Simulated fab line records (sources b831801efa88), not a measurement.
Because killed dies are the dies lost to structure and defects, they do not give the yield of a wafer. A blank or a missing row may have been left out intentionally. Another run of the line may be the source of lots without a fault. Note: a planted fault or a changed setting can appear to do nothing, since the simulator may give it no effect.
Which tool is to blame? -- flow gf180mcu -- 18 wafers from 6 lots sampled at 2 of the route's 602 steps

WHAT THE GAUGES READ, wafer by wafer
GF_V5_BOW_MEAS_05.
lot,measured,on,V5_BOW (um)
L130,day 26 16:54,film-metro-02,159 154 157
L132,day 27 13:53,film-metro-03,133 125 136
L138,day 29 07:53,film-metro-02,152 148
L144,day 30 23:26,film-metro-03,134 130 137
L147,day 31 17:59,film-metro-01,94 112 112
L151,day 32 18:17,film-metro-01,135 115 120

EACH LOT AND THE TOOL THAT RAN IT (in order: tool; ch and the chambers of the sampled wafers; start)
lot,GF_VT_IMPLANT_DEVELOP_28
L130,"litho-track-02 ch 0, day 7 02:51"
L132,"litho-track-02 ch 0, day 7 17:38"
L138,"litho-track-04 ch 0, day 9 10:02"
L144,"litho-track-01 ch 0, day 11 00:44"
L147,"litho-track-01 ch 0, day 11 19:32"
L151,"litho-track-02 ch 0, day 12 20:48"
- GF_VT_IMPLANT_DEVELOP_28: develop time 60 s.

THE ANSWER, worked out from the rows above alone
Rule: usual is defined by the lots themselves. The widest of any qualifying gaps counts: lots, ordered by their means at a reading, are off when they make up no more than a third of the lots, leave a main group of 4 or more, and stand apart from it by 3 or more times the standard deviation of that group's means. If all means in a main group match to the digits the tables above print for the reading, that group is not used. A lot without any number at a reading at which 4 lots or more have one is off too. The other lots that the step has rows for count as sound.
No lot is off at any reading shown: from this, nothing can be told.

WHAT THE SIMULATOR PUT IN
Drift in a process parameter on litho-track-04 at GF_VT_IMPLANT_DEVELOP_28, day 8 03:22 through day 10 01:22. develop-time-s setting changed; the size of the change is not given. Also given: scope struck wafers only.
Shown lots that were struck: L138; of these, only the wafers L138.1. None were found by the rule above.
